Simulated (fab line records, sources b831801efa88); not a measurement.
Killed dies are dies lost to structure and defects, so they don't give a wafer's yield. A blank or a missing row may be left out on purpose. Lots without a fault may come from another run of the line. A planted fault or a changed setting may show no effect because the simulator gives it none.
Chamber matching | flow sky130 | SKY_CONTACT_CMP_04 on cmp-01: 4 sister chambers
The step polishes SiO2. 14 wafers are shown with their chamber, then 7 later ones without.

WAFERS WITH THEIR CHAMBER
wafer  | chamber | motor_current_A (A) | head_pressure_psi (psi) | time_to_endpoint_s (s)
L918.1 | 2       | 11.1                | 4.001                   | 83
L918.4 | 3       | 11.2                | 4.010                   | 89
L918.6 | 0       | 11.7                | 3.997                   | 94
L919.4 | 3       | 10.3                | 3.995                   | 90
L919.5 | 2       | 10.5                | 3.988                   | 87
L919.6 | 3       | 10.9                | 3.995                   | 97
L923.1 | 3       | 10.8                | 4.001                   | 87
L923.3 | 0       | 12.1                | 4.009                   | 84
L923.6 | 2       | 10.9                | 4.000                   | 85
L925.2 | 1       | 12.0                | 3.994                   | 82
L925.4 | 2       | 10.7                | 4.017                   | 77
L925.6 | 3       | 10.4                | 3.999                   | 88
L926.2 | 3       | 11.2                | 3.991                   | 80
L926.4 | 0       | 11.7                | 4.008                   | 77

SIGNATURES (means of the wafers above)
reading            | chamber 0 | chamber 1 | chamber 2 | chamber 3 | scatter within a chamber
motor_current_A    | 11.833    | 12.000    | 10.800    | 10.800    | 0.324
head_pressure_psi  | 4.00467   | 3.99400   | 4.00150   | 3.99850   | 0.00856
time_to_endpoint_s | 85.00     | 82.00     | 83.00     | 88.50     | 5.93
Rule: a wafer's distance from a chamber is the root of the sum, over the readings, of the square of ((its reading less the chamber's mean) divided by the reading's scatter). The wafer belongs to the nearest chamber; if the next one is less than 2 further off, it can't be placed. The scatter: the root of (the sum of the squares of (reading less its chamber's mean) over the shown wafers, divided by (wafers less chambers)).

WAFERS WITHOUT THEIR CHAMBER
wafer  | motor_current_A (A) | head_pressure_psi (psi) | time_to_endpoint_s (s)
L926.5 | 11.9                | 4.006                   | 82
L939.1 | 11.0                | 3.994                   | 81
L939.4 | 11.3                | 3.990                   | 88
L939.5 | 11.7                | 3.994                   | 81
L941.2 | 11.9                | 3.992                   | 90
L941.4 | 10.5                | 3.993                   | 73
L941.5 | 12.6                | 3.997                   | 86

WHICH CHAMBER EACH WENT THROUGH
wafer  | from the rows above               | in truth
L926.5 | can't be placed: 0 or 1           | 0
L939.1 | can't be placed: 2 or 3 or 0 or 1 | 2
L939.4 | can't be placed: 3 or 2 or 0 or 1 | 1
L939.5 | can't be placed: 1 or 0 or 2      | 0
L941.2 | can't be placed: 1 or 0           | 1
L941.4 | can't be placed: 2 or 3           | 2
L941.5 | can't be placed: 1 or 0           | 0
Placed correctly: 0 of 7. Can't be placed from these rows: 7 (the true chamber is among the candidates in 7). Placed wrongly: 0.
